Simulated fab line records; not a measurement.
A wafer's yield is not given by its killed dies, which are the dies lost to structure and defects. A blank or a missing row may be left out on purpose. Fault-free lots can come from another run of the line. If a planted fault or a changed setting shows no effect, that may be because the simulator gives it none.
Matching of chambers -- flow gf180mcu -- GF_V1_CMP_26 on cmp-01: 4 sister chambers
The step polishes, stops on SiO2, t overpolish 15 s, target thk 0 nm. 8 wafers are shown with their chamber, then 7 later ones without.

== EACH WAFER AND ITS CHAMBER ==
wafer,chamber,motor current A (A),time to endpoint s (s)
L469.1,3,9.2,81
L469.4,0,13.7,84
L471.6,3,8.7,83
L477.2,2,10.4,86
L477.3,0,12.5,85
L477.6,1,9.5,92
L478.2,2,10.7,89
L478.4,1,10.0,100

== WAFERS WITH NO CHAMBER GIVEN ==
wafer,motor current A (A),time to endpoint s (s)
L478.5,9.5,87
L482.3,8.9,84
L482.4,13.4,87
L482.6,13.1,86
L486.1,9.9,95
L486.2,12.6,84
L486.3,10.5,85

== WHICH CHAMBER EACH ONE RAN IN ==
wafer,from the rows above,in truth
L478.5,can't be placed: 3 or 2 or 1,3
L482.3,3,3
L482.4,0,0
L482.6,0,0
L486.1,1,1
L486.2,0,0
L486.3,2,2
6 of 7 placed correctly. Can't be placed from these rows: 1 (the true chamber is among the candidates in 1). Placed wrongly: 0.
How it was worked out, from the rows above alone: a wafer's distance from a chamber is the root of the sum, over the readings, of the square of ((its reading less the chamber's mean) divided by the reading's scatter). The wafer belongs to the nearest chamber; if the next one is less than 2 further off, it can't be placed. Each chamber's mean is taken over the wafers shown for it. The scatter is the square root of a quotient: the sum, over the shown wafers, of each reading's squared deviation from its chamber's mean, divided by wafers minus chambers.
